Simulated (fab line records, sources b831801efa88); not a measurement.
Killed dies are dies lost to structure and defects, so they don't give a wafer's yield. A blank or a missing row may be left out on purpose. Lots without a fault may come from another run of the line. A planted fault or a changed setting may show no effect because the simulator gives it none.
Which tool did it? | flow gf180mcu | 24 lots, 72 wafers sampled, at 4 steps of a route of 602

WHAT THE GAUGES READ, wafer by wafer
GF_V4_RS_MEAS_24: measures by four-point-probe. Usual: V4_W_RS 0.329 ohm/sq, standard deviation 0.0034.
lot  | measured     | on            | V4_W_RS (ohm/sq)  | flag
L074 | day 24 10:03 | film_metro-01 | 0.326 0.327 0.324 |
L075 | day 24 14:35 | film_metro-04 | 0.328 0.330 0.328 |
L076 | day 25 05:07 | film_metro-01 | 0.327 0.326 0.333 |
L077 | day 25 12:01 | film_metro-01 | 0.334 0.330 0.340 |
L078 | day 25 19:02 | film_metro-02 | 0.327 0.335 0.331 |
L079 | day 26 11:41 | film_metro-04 | 0.331 0.332 0.331 |
L080 | day 26 17:41 | film_metro-01 | 0.327 0.332 0.329 |
L081 | day 26 19:58 | film_metro-04 | 0.324 0.329 0.326 |
L082 | day 27 05:20 | film_metro-02 | 0.324 0.329 0.330 |
L083 | day 27 09:55 | film_metro-01 | 0.334 0.332 0.333 |
L084 | day 27 19:32 | film_metro-02 | 0.331 0.328 0.326 |
L085 | day 28 00:01 | film_metro-01 | 0.328 0.328 0.329 |
L086 | day 28 05:07 | film_metro-02 | 0.325 0.327 0.326 |
L087 | day 28 21:37 | film_metro-02 | 0.329 0.325 0.331 |
L088 | day 29 00:39 | film_metro-02 | 0.328 0.330 0.333 |
L089 | day 29 06:25 | film_metro-01 | 0.327 0.333 0.328 |
L090 | day 29 10:32 | film_metro-04 | 0.331 0.328 0.331 |
L091 | day 29 20:31 | film_metro-01 | 0.332 0.333 0.334 |
L092 | day 30 08:27 | film_metro-01 | 0.322 0.321 0.328 |
L093 | day 30 14:05 | film_metro-01 | 0.325 0.324 0.328 |
L094 | day 30 20:21 | film_metro-01 | 0.329 0.325 0.327 |
L095 | day 30 22:41 | film_metro-02 | 0.323 0.326 0.328 |
L097 | day 31 11:56 | film_metro-02 | 0.327 0.329 0.327 |
L096 | day 31 13:13 | film_metro-02 | 0.330 0.323 0.325 |

GF_V5_OVL_MEAS_15. Usual: V5_OVL 4 nm, standard deviation 6.
lot  | measured     | on         | V5_OVL (nm) | flag
L074 | day 27 03:40 | overlay-01 | 2 12 -1     |
L075 | day 27 09:36 | overlay-01 | 6 2 1       |
L076 | day 27 21:10 | overlay-01 | 3 12 -1     |
L077 | day 28 03:58 | overlay-02 | 2 14 9      |
L078 | day 28 10:20 | overlay-02 | 0 -4 2      |
L079 | day 29 02:58 | overlay-02 | 6 6 3       |
L080 | day 29 07:19 | overlay-01 | 7 3 6       |
L081 | day 29 09:25 | overlay-02 | 12 0 -1     |
L082 | day 29 18:49 | overlay-02 | 3 -2 10     |
L083 | day 29 23:22 | overlay-02 | 9 2 4       |
L084 | day 30 07:53 | overlay-02 | 7 1 10      |
L085 | day 30 11:54 | overlay-01 | 11 7 -1     |
L086 | day 30 16:59 | overlay-02 | 3 5 -5      |
L087 | day 31 09:02 | overlay-02 | 0 1 0       |
L088 | day 31 10:40 | overlay-01 | 2 0 11      |
L089 | day 31 14:55 | overlay-01 | 6 -3 12     |
L090 | day 31 18:28 | overlay-01 | 3 -1 8      |
L091 | day 32 04:52 | overlay-02 | -1 4 -5     |
L092 | day 32 13:21 | overlay-01 | 13 8 6      |
L093 | day 32 18:49 | overlay-02 | 3 5 11      |
L094 | day 33 01:55 | overlay-01 | -1 4 8      |
L095 | day 33 05:17 | overlay-02 | 1 4 11      |
L097 | day 33 15:45 | overlay-01 | -13 -5 -2   |
L096 | day 33 17:24 | overlay-02 | 5 1 -5      |

WHICH TOOL RAN EACH LOT (tool, then ch and the chambers of the sampled wafers, then the start)
lot  | GF_V4_CVD_02                    | GF_MIM_SPUTTER_09
L074 | pecvd-04 ch 0,1, day 23 09:47   | pvd_sputter-02, day 24 10:53
L075 | pecvd-02 ch 0,1,2, day 23 15:05 | pvd_sputter-04, day 24 15:26
L076 | pecvd-02 ch 0,2, day 24 05:04   | pvd_sputter-03, day 25 05:57
L077 | pecvd-04 ch 0,1,2, day 24 12:22 | pvd_sputter-03, day 25 12:49
L078 | pecvd-02 ch 0,1,2, day 24 19:44 | pvd_sputter-04, day 25 19:54
L079 | pecvd-04 ch 0,1,2, day 25 13:18 | pvd_sputter-03, day 26 12:32
L080 | pecvd-04 ch 0,2, day 25 19:01   | pvd_sputter-03, day 26 18:32
L081 | pecvd-04 ch 1,2, day 25 21:08   | pvd_sputter-04, day 26 20:49
L082 | pecvd-04 ch 0,1, day 26 07:22   | pvd_sputter-04, day 27 06:22
L083 | pecvd-04 ch 0,1,2, day 26 11:29 | pvd_sputter-04, day 27 10:44
L084 | pecvd-04 ch 0,1,2, day 26 21:47 | pvd_sputter-02, day 27 20:22
L085 | pecvd-04 ch 0, day 27 02:41     | pvd_sputter-02, day 28 00:53
L086 | pecvd-01 ch 0,1,2, day 27 07:37 | pvd_sputter-03, day 28 06:03
L087 | pecvd-02 ch 0,1,2, day 28 00:13 | pvd_sputter-02, day 28 22:31
L088 | pecvd-02 ch 1,2, day 28 03:34   | pvd_sputter-04, day 29 01:29
L089 | pecvd-02 ch 1,2, day 28 09:23   | pvd_sputter-02, day 29 07:17
L090 | pecvd-01 ch 0,1,2, day 28 14:09 | pvd_sputter-03, day 29 11:22
L091 | pecvd-04 ch 0,1,2, day 29 00:41 | pvd_sputter-03, day 29 21:23
L092 | pecvd-04 ch 0,1,2, day 29 11:59 | pvd_sputter-04, day 30 09:20
L093 | pecvd-04 ch 0,1, day 29 18:08   | pvd_sputter-02, day 30 14:56
L094 | pecvd-04 ch 0,1,2, day 30 00:37 | pvd_sputter-04, day 30 21:11
L095 | pecvd-04 ch 1,2, day 30 03:10   | pvd_sputter-02, day 30 23:32
L097 | pecvd-04 ch 0,1,2, day 30 15:47 | pvd_sputter-02, day 31 12:48
L096 | pecvd-02 ch 0,1, day 30 18:16   | pvd_sputter-04, day 31 14:05
- GF_V4_CVD_02: deposits SiO2 from TEOS, target thk 850 nm, time 94.851 s.
- GF_MIM_SPUTTER_09: material TiN, target thk 35 nm, time 29.2 s.

WHAT THE TOOLS THEMSELVES READ (means of the sampled wafers that have a number; where no wafer has one, the mark that the record gives instead)
GF_V4_CVD_02. Usual: heater_power_w 657 W, standard deviation 93.
lot  | tool     | heater_power_w (W) | flag
L074 | pecvd-04 | 745                |
L075 | pecvd-02 | 656                |
L076 | pecvd-02 | 574                |
L077 | pecvd-04 | 583                |
L078 | pecvd-02 | 675                |
L079 | pecvd-04 | 699                |
L080 | pecvd-04 | 581                |
L081 | pecvd-04 | 708                |
L082 | pecvd-04 | 648                |
L083 | pecvd-04 | 688                |
L084 | pecvd-04 | 659                |
L085 | pecvd-04 | 629                |
L086 | pecvd-01 | 558                |
L087 | pecvd-02 | 623                |
L088 | pecvd-02 | 644                |
L089 | pecvd-02 | 600                |
L090 | pecvd-01 | 589                |
L091 | pecvd-04 | 658                |
L092 | pecvd-04 | 672                |
L093 | pecvd-04 | 616                |
L094 | pecvd-04 | 640                |
L095 | pecvd-04 | 724                |
L097 | pecvd-04 | 680                |
L096 | pecvd-02 | 722                |

GF_MIM_SPUTTER_09. Usual: cathode_dc_power_W 6500.0 W, standard deviation 1.2; throttle_valve_pct 30.0 %, standard deviation 1.1.
lot  | tool           | cathode_dc_power_W (W) | throttle_valve_pct (%) | flag
L074 | pvd_sputter-02 | 6501.3                 | 31.0                   |
L075 | pvd_sputter-04 | 6500.1                 | 29.2                   |
L076 | pvd_sputter-03 | 6499.8                 | 30.1                   |
L077 | pvd_sputter-03 | 6500.1                 | 29.7                   |
L078 | pvd_sputter-04 | 6500.6                 | 29.0                   |
L079 | pvd_sputter-03 | 6500.1                 | 30.1                   |
L080 | pvd_sputter-03 | 6500.6                 | 29.0                   |
L081 | pvd_sputter-04 | 6500.5                 | 29.1                   |
L082 | pvd_sputter-04 | 6499.1                 | 29.7                   |
L083 | pvd_sputter-04 | 6500.0                 | 28.9                   |
L084 | pvd_sputter-02 | 6500.2                 | 32.0                   |
L085 | pvd_sputter-02 | 6500.3                 | 31.6                   |
L086 | pvd_sputter-03 | 6499.5                 | 29.2                   |
L087 | pvd_sputter-02 | 6500.6                 | 32.0                   |
L088 | pvd_sputter-04 | 6500.9                 | 30.0                   |
L089 | pvd_sputter-02 | 6499.0                 | 31.0                   |
L090 | pvd_sputter-03 | 6500.3                 | 30.0                   |
L091 | pvd_sputter-03 | 6499.9                 | 29.4                   |
L092 | pvd_sputter-04 | 6499.5                 | 29.9                   |
L093 | pvd_sputter-02 | 6500.6                 | 30.7                   |
L094 | pvd_sputter-04 | 6499.5                 | 30.0                   |
L095 | pvd_sputter-02 | 6500.4                 | 31.1                   |
L097 | pvd_sputter-02 | 6499.9                 | 31.1                   |
L096 | pvd_sputter-04 | 6500.7                 | 29.7                   |

THE ANSWER, worked out from the rows above alone
Rule: a lot is off if the mean of its wafers that have a number lies more than 3 standard deviations from the usual mean. A lot without any number at a reading at which 4 lots or more have one is off too. The other lots that the step has rows for count as sound. The gauges are gone through in route order, then the tools' own readings, and for those a lot's mean is taken as printed above. The first step at which some lot is off is used, and at that step the reading that is off furthest; a lot without a number counts as furthest.
No lot is off at any reading shown: from this, nothing can be told.

WHAT THE SIMULATOR HAD PUT IN
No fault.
